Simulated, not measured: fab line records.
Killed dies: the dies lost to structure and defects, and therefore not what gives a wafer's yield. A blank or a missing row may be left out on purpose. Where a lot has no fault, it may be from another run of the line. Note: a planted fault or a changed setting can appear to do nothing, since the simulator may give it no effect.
Matching of chambers -- flow sky130 -- SKY_SONOS_ONO_ETCH_15 on rie_diel-03: 4 sister chambers
The step etches the open film in CHF3/O2, target depth 19.52 nm, time 7.8 s. 4 wafers are shown with their chamber, then 7 later ones without.

## WAFERS, EACH WITH ITS CHAMBER
wafer,chamber,oes_product_au (a.u.)
L820.3,1,0.988
L824.2,0,0.997
L829.2,2,1.016
L829.5,3,0.990

## WAFERS WHOSE CHAMBER IS MISSING
wafer,oes_product_au (a.u.)
L829.6,1.008
L836.3,0.985
L836.4,0.993
L836.5,0.996
L837.2,1.009
L837.3,0.992
L837.4,0.979

## EACH ONE'S CHAMBER
wafer,from the rows above,in truth
L829.6,can't be placed: 2 or 0 or 3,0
L836.3,can't be placed: 1 or 3 or 0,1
L836.4,can't be placed: 3 or 0 or 1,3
L836.5,can't be placed: 0 or 3 or 1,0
L837.2,can't be placed: 2 or 0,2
L837.3,can't be placed: 3 or 1 or 0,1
L837.4,can't be placed: 1 or 3 or 0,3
Correctly placed: 0 of 7. Cannot be placed on the basis of these rows: 7; the candidates contain the true chamber in 7. Placed wrongly: 0.
How it was worked out, from the rows above alone: a wafer's distance from a chamber is the root of the sum, over the readings, of the square of ((its reading less the chamber's mean) divided by the reading's scatter). If the next closest chamber is less than 2 further off than the closest, the wafer can't be placed; otherwise it belongs to the closest. Each chamber's mean is taken over the wafers shown for it. The scatter: root of mean squared gap, hidden wafer to nearest shown wafer, with one shown wafer a chamber.
